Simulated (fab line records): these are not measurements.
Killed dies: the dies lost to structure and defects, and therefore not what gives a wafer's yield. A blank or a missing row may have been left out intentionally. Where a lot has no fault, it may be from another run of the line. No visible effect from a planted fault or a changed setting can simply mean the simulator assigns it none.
Chamber matching + flow sky130 + SKY_VIA1_CMP_02 on cmp-02 has 4 sister chambers
The step polishes SiO2. 8 wafers are shown with their chamber, then 8 later ones without.

WAFERS, EACH WITH ITS CHAMBER
| wafer  | chamber | motor current A (A) | slurry flow ml min |
|--------|---------|---------------------|--------------------|
| L075.2 | 0       | 11.2                | 150.1              |
| L076.3 | 3       | 11.1                | 149.9              |
| L078.3 | 2       | 11.6                | 150.2              |
| L078.5 | 0       | 11.0                | 150.0              |
| L079.2 | 3       | 10.2                | 149.9              |
| L079.5 | 1       | 10.6                | 150.2              |
| L079.6 | 2       | 12.1                | 150.1              |
| L081.3 | 1       | 10.2                | 150.0              |

WAFERS WHOSE CHAMBER IS MISSING
| wafer  | motor current A (A) | slurry flow ml min |
|--------|---------------------|--------------------|
| L081.4 | 10.6                | 150.5              |
| L081.6 | 10.7                | 150.2              |
| L082.1 | 12.5                | 149.8              |
| L082.3 | 10.7                | 150.1              |
| L082.4 | 10.9                | 150.5              |
| L088.1 | 11.1                | 150.0              |
| L088.2 | 12.7                | 149.9              |
| L088.5 | 11.5                | 149.4              |

WHICH CHAMBER EACH ONE RAN IN
| wafer  | from the rows above               | in truth |
|--------|-----------------------------------|----------|
| L081.4 | can't be placed: 1 or 2 or 0      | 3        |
| L081.6 | can't be placed: 1 or 0 or 2      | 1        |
| L082.1 | can't be placed: 2 or 0 or 3 or 1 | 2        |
| L082.3 | can't be placed: 1 or 0 or 3      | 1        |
| L082.4 | can't be placed: 2 or 1 or 0      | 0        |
| L088.1 | can't be placed: 0 or 3 or 1 or 2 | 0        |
| L088.2 | can't be placed: 2 or 0 or 3      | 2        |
| L088.5 | can't be placed: 3 or 0           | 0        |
0 of 8 placed correctly. Unplaceable from these rows: 8, with the true chamber sitting among the candidates in 7. 0 placed wrongly.
How it was worked out, from the rows above alone: a wafer's distance from a chamber is the root of the sum, over the readings, of the square of ((its reading less the chamber's mean) divided by the reading's scatter). The wafer belongs to the nearest chamber; if the next one is less than 2 further off, it can't be placed. A chamber's mean is the mean of its shown wafers. How the scatter is found: for the shown wafers, subtract from each reading the mean of its chamber, square and add these, divide the total by (wafers less chambers), then take the root.
